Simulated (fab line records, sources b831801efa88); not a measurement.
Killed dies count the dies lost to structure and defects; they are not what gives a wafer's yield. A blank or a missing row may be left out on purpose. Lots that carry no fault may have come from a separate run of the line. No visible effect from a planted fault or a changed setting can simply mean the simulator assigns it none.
fab line records ; flow gf180mcu
record lots=15; wafers=45; last_day=34
route steps=602 shown CONTACT@313 M1@330 V1@340
lots with no fault: from the same line, run without faults
start_h: hours from the record's first day to the start of the lot's first wafer shown ; wait_h: hours since the lot's step before ; " identical to the entry in the row above ; L1.1+2: one row covering several wafers at once ; - no value present, or no start provided ; * or withheld: withheld ; < > ~ a bound
route shown NAME@n: names a module that has steps shown in the file, with the first one's number in the route ; usual: mean/standard deviation taken from wafers without a fault ; same: alike in all rows ; chamber/n: place in a boat ; sites: each site's reading ; _std_site: standard deviation of those values ; _edge_site: outer sites' mean less inner sites' ; radius_mm: how far each site lies from the wafer's centre ; mask NAME#n: copy n ; behind: tool/chamber where the wafer was last shaped ; hold: why the lot went on hold/how many hours it stayed there/how the hold came to an end ; device: which transistor (n, p or np) failed to switch ; end of line: at the end of the route, the tests of the same wafers ; for a step that has no rows: nothing shown but its recipe ; killed: not the wafer's yield, but the dies lost to structure and defects at the first sort ; map: the dies of a wafer, with x for killed, . for not killed, _ for no die there
set.NAME: the setting that was run; set.NAME@STEP: the one run at that earlier step ; model.NAME: the simulator's own value behind a step, which no gauge read
route steps across a sampled set of lots; one table per step, one row per wafer
services: a tool's chamber out of use, with start hour (start_h, from the record's first day; less than 0 if before it), hours out, and reason
## steps
# step GF_CONTACT_THK_MEAS_26
# recipe thk_meas_gauge=xrf; reads=W_of_CONTACT_CVD_24
# usual CONTACT_W_THK=292/4.8
lot.wafer;tool;chamber;start_h;wait_h;CONTACT_W_THK[nm]
L335.3;film_metro-01;-;365.71;0.1;292
L335.4;film_metro-01;-;365.71;0.1;293
L335.5;film_metro-01;-;365.71;0.1;286
L338.1;film_metro-01;-;396.94;0.1;289
L338.3;film_metro-01;-;396.94;0.1;289
L338.5;film_metro-01;-;396.94;0.1;292
L337.1;film_metro-03;-;397.22;0.1;285
L337.2;film_metro-03;-;397.22;0.1;292
L337.4;film_metro-03;-;397.22;0.1;286
L339.2;film_metro-03;-;405.35;0.1;292
L339.3;film_metro-03;-;405.35;0.1;289
L339.5;film_metro-03;-;405.35;0.1;291
L340.1;film_metro-04;-;419.33;0.1;291
L340.4;film_metro-04;-;419.33;0.1;294
L340.6;film_metro-04;-;419.33;0.1;287
L341.1;film_metro-04;-;420.28;0.1;299
L341.2;film_metro-04;-;420.28;0.1;305
L341.4;film_metro-04;-;420.28;0.1;303
L342.2;film_metro-04;-;433.60;0.1;295
L342.3;film_metro-04;-;433.60;0.1;298
L342.4;film_metro-04;-;433.60;0.1;295
L344.3;film_metro-04;-;452.76;0.1;292
L344.4;film_metro-04;-;452.76;0.1;294
L344.6;film_metro-04;-;452.76;0.1;291
L346.1;film_metro-03;-;467.70;0.1;284
L346.2;film_metro-03;-;467.70;0.1;290
L346.4;film_metro-03;-;467.70;0.1;286
L347.2;film_metro-01;-;469.11;0.1;298
L347.3;film_metro-01;-;469.11;0.1;296
L347.4;film_metro-01;-;469.11;0.1;291
L348.1;film_metro-04;-;491.03;0.1;295
L348.2;film_metro-04;-;491.03;0.1;300
L348.5;film_metro-04;-;491.03;0.1;304
L355.2;film_metro-04;-;529.85;0.1;301
L355.3;film_metro-04;-;529.85;0.1;294
L355.5;film_metro-04;-;529.85;0.1;296
L356.1;film_metro-01;-;536.59;0.1;287
L356.2;film_metro-01;-;536.59;0.1;297
L356.3;film_metro-01;-;536.59;0.1;294
L357.2;film_metro-01;-;547.19;0.1;294
L357.5;film_metro-01;-;547.19;0.1;293
L357.6;film_metro-01;-;547.19;0.1;291
L358.2;film_metro-03;-;548.79;0.1;292
L358.4;film_metro-03;-;548.79;0.1;288
L358.6;film_metro-03;-;548.79;0.1;293
# step GF_M1_OVL_MEAS_15
# usual M1_OVL=-3/5.2
lot.wafer;tool;chamber;start_h;wait_h;M1_OVL[nm]
L335.3;overlay-02;-;388.42;0.1;-6
L335.4;overlay-02;-;388.42;0.1;-8
L335.5;overlay-02;-;388.42;0.1;-8
L338.1;overlay-02;-;420.90;0.1;6
L338.3;overlay-02;-;420.90;0.1;1
L338.5;overlay-02;-;420.90;0.1;-4
L337.1;overlay-01;-;421.25;0.1;-5
L337.2;overlay-01;-;421.25;0.1;-6
L337.4;overlay-01;-;421.25;0.1;-5
L339.2;overlay-02;-;429.47;0.1;-1
L339.3;overlay-02;-;429.47;0.1;-1
L339.5;overlay-02;-;429.47;0.1;5
L340.1;overlay-02;-;443.60;0.1;-6
L340.4;overlay-02;-;443.60;0.1;-2
L340.6;overlay-02;-;443.60;0.1;-5
L341.1;overlay-02;-;444.85;0.1;4
L341.2;overlay-02;-;444.85;0.1;-1
L341.4;overlay-02;-;444.85;0.1;-2
L342.2;overlay-02;-;458.82;0.1;-2
L342.3;overlay-02;-;458.82;0.1;-2
L342.4;overlay-02;-;458.82;0.1;4
L344.3;overlay-02;-;477.66;0.1;-5
L344.4;overlay-02;-;477.66;0.1;-6
L344.6;overlay-02;-;477.66;0.1;-5
L346.1;overlay-02;-;492.40;0.1;-6
L346.2;overlay-02;-;492.40;0.1;-4
L346.4;overlay-02;-;492.40;0.1;-3
L347.2;overlay-01;-;493.40;0.1;11
L347.3;overlay-01;-;493.40;0.1;4
L347.4;overlay-01;-;493.40;0.1;-9
L348.1;overlay-01;-;514.76;0.1;3
L348.2;overlay-01;-;514.76;0.1;-1
L348.5;overlay-01;-;514.76;0.1;5
L355.2;overlay-02;-;552.90;0.1;-11
L355.3;overlay-02;-;552.90;0.1;-1
L355.5;overlay-02;-;552.90;0.1;-5
L356.1;overlay-01;-;559.06;0.1;-3
L356.2;overlay-01;-;559.06;0.1;7
L356.3;overlay-01;-;559.06;0.1;0
L357.2;overlay-01;-;569.31;0.1;3
L357.5;overlay-01;-;569.31;0.1;7
L357.6;overlay-01;-;569.31;0.1;6
L358.2;overlay-02;-;571.61;0.1;-6
L358.4;overlay-02;-;571.61;0.1;-5
L358.6;overlay-02;-;571.61;0.1;0
# step GF_V1_BOW_MEAS_05
# recipe mode=bow
# usual V1_BOW=82/7.8
lot.wafer;tool;chamber;start_h;wait_h;V1_BOW[um]
L335.3;film_metro-04;-;389.71;0.3;86
L335.4;film_metro-04;-;389.71;0.3;82
L335.5;film_metro-04;-;389.71;0.3;82
L337.1;film_metro-04;-;422.51;0.1;81
L337.2;film_metro-04;-;422.51;0.1;78
L337.4;film_metro-04;-;422.51;0.1;86
L338.1;film_metro-03;-;422.54;0.1;76
L338.3;film_metro-03;-;422.54;0.1;81
L338.5;film_metro-03;-;422.54;0.1;72
L339.2;film_metro-03;-;430.74;0.3;88
L339.3;film_metro-03;-;430.74;0.3;77
L339.5;film_metro-03;-;430.74;0.3;80
L340.1;film_metro-04;-;444.87;0.2;85
L340.4;film_metro-04;-;444.87;0.2;89
L340.6;film_metro-04;-;444.87;0.2;93
L341.1;film_metro-04;-;446.14;0.2;80
L341.2;film_metro-04;-;446.14;0.2;76
L341.4;film_metro-04;-;446.14;0.2;81
L342.2;film_metro-04;-;460.18;0.2;68
L342.3;film_metro-04;-;460.18;0.2;86
L342.4;film_metro-04;-;460.18;0.2;81
L344.3;film_metro-04;-;479.04;0.2;84
L344.4;film_metro-04;-;479.04;0.2;87
L344.6;film_metro-04;-;479.04;0.2;85
L346.1;film_metro-04;-;493.71;0.1;70
L346.2;film_metro-04;-;493.71;0.1;70
L346.4;film_metro-04;-;493.71;0.1;64
L347.2;film_metro-02;-;494.82;0.3;71
L347.3;film_metro-02;-;494.82;0.3;59
L347.4;film_metro-02;-;494.82;0.3;64
L348.1;film_metro-04;-;516.12;0.2;79
L348.2;film_metro-04;-;516.12;0.2;79
L348.5;film_metro-04;-;516.12;0.2;85
L355.2;film_metro-03;-;554.18;0.2;87
L355.3;film_metro-03;-;554.18;0.2;82
L355.5;film_metro-03;-;554.18;0.2;92
L356.1;film_metro-04;-;560.35;0.2;68
L356.2;film_metro-04;-;560.35;0.2;75
L356.3;film_metro-04;-;560.35;0.2;74
L357.2;film_metro-03;-;570.58;0.1;97
L357.5;film_metro-03;-;570.58;0.1;93
L357.6;film_metro-03;-;570.58;0.1;92
L358.2;film_metro-03;-;573.70;0.1;88
L358.4;film_metro-03;-;573.70;0.1;72
L358.6;film_metro-03;-;573.70;0.1;82
# step GF_V1_EXPOSE_11
# recipe mask_id=Via1; target_cd_nm=260; na=0.68; source_shape=conventional; sigma_outer=0.6; dose_mj=38
# usual exposure_dose_mJ_cm2=38.06/0.16; focus_offset_nm=0.1/0.49
lot.wafer;tool;chamber;start_h;wait_h;mask;exposure_dose_mJ_cm2;focus_offset_nm
L335.3;krf_scanner-01;0;401.39;-;Via1#0;38.24;0.0
L335.4;krf_scanner-01;0;401.39;-;Via1#0;38.27;-0.1
L335.5;krf_scanner-01;0;401.39;-;Via1#0;38.26;0.0
L337.1;krf_scanner-01;0;434.18;-;Via1#0;38.24;-0.3
L337.2;krf_scanner-01;0;434.18;-;Via1#0;38.23;0.6
L337.4;krf_scanner-01;0;434.18;-;Via1#0;38.23;0.1
L338.1;krf_scanner-01;0;434.29;-;Via1#0;38.27;-0.4
L338.3;krf_scanner-01;0;434.29;-;Via1#0;38.31;-0.9
L338.5;krf_scanner-01;0;434.29;-;Via1#0;38.32;-0.4
L339.2;krf_scanner-02;0;442.89;-;Via1#0;38.07;0.2
L339.3;krf_scanner-02;0;442.89;-;Via1#0;38.04;0.7
L339.5;krf_scanner-02;0;442.89;-;Via1#0;38.00;0.3
L340.1;krf_scanner-02;0;457.23;-;Via1#0;37.99;-0.6
L340.4;krf_scanner-02;0;457.23;-;Via1#0;37.99;-0.4
L340.6;krf_scanner-02;0;457.23;-;Via1#0;38.00;-0.6
L341.1;krf_scanner-02;0;457.98;-;Via1#0;37.98;0.1
L341.2;krf_scanner-02;0;457.98;-;Via1#0;38.00;-0.4
L341.4;krf_scanner-02;0;457.98;-;Via1#0;38.01;0.2
L342.2;krf_scanner-01;0;472.60;-;Via1#0;38.25;0.1
L342.3;krf_scanner-01;0;472.60;-;Via1#0;38.27;0.3
L342.4;krf_scanner-01;0;472.60;-;Via1#0;38.28;0.2
L344.3;krf_scanner-01;0;491.01;-;Via1#0;38.24;-0.4
L344.4;krf_scanner-01;0;491.01;-;Via1#0;38.23;0.0
L344.6;krf_scanner-01;0;491.01;-;Via1#0;38.20;-0.7
L346.1;krf_scanner-01;-;505.74;-;Via1#0;-;-
L346.2;krf_scanner-01;-;505.74;-;Via1#0;-;-
L346.4;krf_scanner-01;-;505.74;-;Via1#0;-;-
L347.2;krf_scanner-01;-;506.90;-;Via1#0;-;-
L347.3;krf_scanner-01;-;506.90;-;Via1#0;-;-
L347.4;krf_scanner-01;-;506.90;-;Via1#0;-;-
L348.1;krf_scanner-02;-;527.77;-;Via1#0;-;-
L348.2;krf_scanner-02;-;527.77;-;Via1#0;-;-
L348.5;krf_scanner-02;-;527.77;-;Via1#0;-;-
L355.2;krf_scanner-02;0;564.61;-;Via1#0;37.89;0.2
L355.3;krf_scanner-02;0;564.61;-;Via1#0;37.91;0.4
L355.5;krf_scanner-02;0;564.61;-;Via1#0;37.90;0.0
L356.1;krf_scanner-01;0;572.17;-;Via1#0;38.26;0.0
L356.2;krf_scanner-01;0;572.17;-;Via1#0;38.21;0.2
L356.3;krf_scanner-01;0;572.17;-;Via1#0;38.20;0.1
L357.2;krf_scanner-02;0;581.32;-;Via1#0;37.95;-0.1
L357.5;krf_scanner-02;0;581.32;-;Via1#0;37.99;0.2
L357.6;krf_scanner-02;0;581.32;-;Via1#0;37.95;0.1
L358.2;krf_scanner-01;0;583.94;-;Via1#0;38.26;0.5
L358.4;krf_scanner-01;0;583.94;-;Via1#0;38.24;0.1
L358.6;krf_scanner-01;0;583.94;-;Via1#0;38.24;-0.1
## services
tool;chamber;start_h;hours;kind
krf_scanner-01;0;384.84;-;calibration
krf_scanner-01;-;420.45;0.8;pm
krf_scanner-02;0;425.28;-;calibration
krf_scanner-02;-;433.32;1.0;pm
krf_scanner-01;-;436.28;1.3;pm
krf_scanner-02;-;446.32;1.3;pm
krf_scanner-02;-;455.96;0.8;pm
krf_scanner-02;-;460.82;-;calibration
krf_scanner-01;-;475.68;1.0;pm
krf_scanner-01;0;549.02;-;calibration
krf_scanner-01;-;553.32;4.0;pm
krf_scanner-02;0;582.74;-;calibration
## key
first_sign step=GF_V1_EXPOSE_11; reading=tool_record; direction=missing
effect none on later readings
met_at GF_V1_EXPOSE_11
struck_lots L346,L347,L348
later_rows_left_out L346.1,L346.2,L346.4,L347.2,L347.3,L347.4,L348.1,L348.2,L348.5
sort_left_out L346.1,L346.2,L346.4,L347.2,L347.3,L347.4,L348.1,L348.2,L348.5
not_acting_at GF_CONTACT_THK_MEAS_26,GF_M1_OVL_MEAS_15,GF_V1_BOW_MEAS_05
onset_between 491.01 505.74
fault kind=skipped_step_whole; tool=krf_scanner-01,krf_scanner-02; chamber=-; onset_h=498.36; steps=GF_V1_EXPOSE_11; scope=struck_lots_only
# sort_left_out: the simulated sort isn't trusted on such a fault, so these wafers' sort isn't shown, and their yield isn't known
# later_rows_left_out: the simulator's readings of these wafers behind a module that went badly wrong aren't trusted and aren't shown, but for the sort
